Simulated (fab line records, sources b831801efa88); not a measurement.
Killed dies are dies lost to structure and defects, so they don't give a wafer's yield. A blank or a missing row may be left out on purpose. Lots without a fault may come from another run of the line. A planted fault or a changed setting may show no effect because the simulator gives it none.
Chamber matching | flow gf180mcu | GF_V3_CVD_02 on pecvd-03: 3 sister chambers
The step deposits SiO2 from TEOS, target thk 850 nm, time 94.851 s. 6 wafers are shown with their chamber, then 10 later ones without.

WAFERS WITH THEIR CHAMBER
wafer  | chamber | heater_power_w (W) | heater_power_outer_w (W)
L086.5 | 2       | 703                | 414
L088.2 | 2       | 690                | 392
L088.3 | 1       | 641                | 364
L088.6 | 1       | 665                | 390
L089.2 | 0       | 632                | 321
L089.4 | 0       | 700                | 364

WAFERS WITHOUT THEIR CHAMBER
wafer  | heater_power_w (W) | heater_power_outer_w (W)
L089.6 | 695                | 420
L090.1 | 666                | 395
L090.3 | 731                | 405
L090.5 | 532                | 287
L094.1 | 571                | 305
L094.2 | 686                | 343
L094.3 | 565                | 306
L095.1 | 724                | 406
L095.3 | 643                | 383
L095.5 | 751                | 414

WHICH CHAMBER EACH WENT THROUGH
wafer  | from the rows above          | in truth
L089.6 | can't be placed: 2 or 1      | 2
L090.1 | can't be placed: 1 or 2 or 0 | 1
L090.3 | can't be placed: 2 or 1      | 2
L090.5 | can't be placed: 0 or 1      | 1
L094.1 | can't be placed: 0 or 1      | 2
L094.2 | can't be placed: 0 or 1      | 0
L094.3 | can't be placed: 0 or 1      | 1
L095.1 | can't be placed: 2 or 1      | 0
L095.3 | can't be placed: 1 or 0 or 2 | 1
L095.5 | can't be placed: 2 or 1      | 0
Placed correctly: 0 of 10. Can't be placed from these rows: 10 (the true chamber is among the candidates in 7). Placed wrongly: 0.
How it was worked out, from the rows above alone: a wafer's distance from a chamber is the root of the sum, over the readings, of the square of ((its reading less the chamber's mean) divided by the reading's scatter). The wafer belongs to the nearest chamber; if the next one is less than 2 further off, it can't be placed. A chamber's mean is the mean of its shown wafers. The scatter: the root of (the sum of the squares of (reading less its chamber's mean) over the shown wafers, divided by (wafers less chambers)).
